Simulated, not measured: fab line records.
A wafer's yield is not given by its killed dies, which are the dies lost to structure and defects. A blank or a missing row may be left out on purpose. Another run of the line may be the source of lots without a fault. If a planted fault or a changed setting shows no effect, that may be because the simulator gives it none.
Matching of chambers	flow sky130	rie diel-04 running SKY_METAL4_ETCH_17: 4 sister chambers
The step etches SiO2 in C4F8/O2/Ar, stops on TiN, time 3.9 s, target depth 15 nm. 8 wafers are shown with their chamber, then 12 later ones without.

## EACH WAFER AND ITS CHAMBER
wafer	chamber	oes product au (a.u.)
L081.5	1	0.760
L084.6	0	0.761
L085.5	2	0.760
L089.3	2	0.757
L089.5	3	0.758
L090.1	3	0.743
L090.2	0	0.750
L090.3	1	0.751

## WAFERS WITHOUT THEIR CHAMBER
wafer	oes product au (a.u.)
L090.4	0.754
L090.5	0.747
L090.6	0.757
L093.1	0.755
L093.2	0.758
L093.3	0.759
L093.4	0.760
L093.5	0.763
L093.6	0.764
L095.1	0.755
L095.4	0.759
L095.5	0.763

## CHAMBER TAKEN BY EACH
wafer	from the rows above	in truth
L090.4	can't be placed: 0 or 1 or 3 or 2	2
L090.5	can't be placed: 3 or 0 or 1 or 2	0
L090.6	can't be placed: 0 or 1 or 2 or 3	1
L093.1	can't be placed: 0 or 1 or 2 or 3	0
L093.2	can't be placed: 2 or 0 or 1 or 3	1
L093.3	can't be placed: 2 or 0 or 1 or 3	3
L093.4	can't be placed: 2 or 0 or 1 or 3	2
L093.5	can't be placed: 2 or 0 or 1 or 3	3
L093.6	can't be placed: 2 or 0 or 1 or 3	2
L095.1	can't be placed: 0 or 1 or 2 or 3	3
L095.4	can't be placed: 2 or 0 or 1 or 3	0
L095.5	can't be placed: 2 or 0 or 1 or 3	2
Placed correctly: 0 of 12. Unplaceable from these rows: 12, with the true chamber sitting among the candidates in 12. Placed wrongly: 0.
How it was worked out, from the rows above alone: a wafer's distance from a chamber is the root of the sum, over the readings, of the square of ((its reading less the chamber's mean) divided by the reading's scatter). If the next closest chamber is less than 2 further off than the closest, the wafer can't be placed; otherwise it belongs to the closest. The mean given for a chamber averages the wafers shown for that chamber. The scatter: take each reading less its chamber's mean, square it, sum over the shown wafers, divide by the number of wafers less the number of chambers, and take the root.
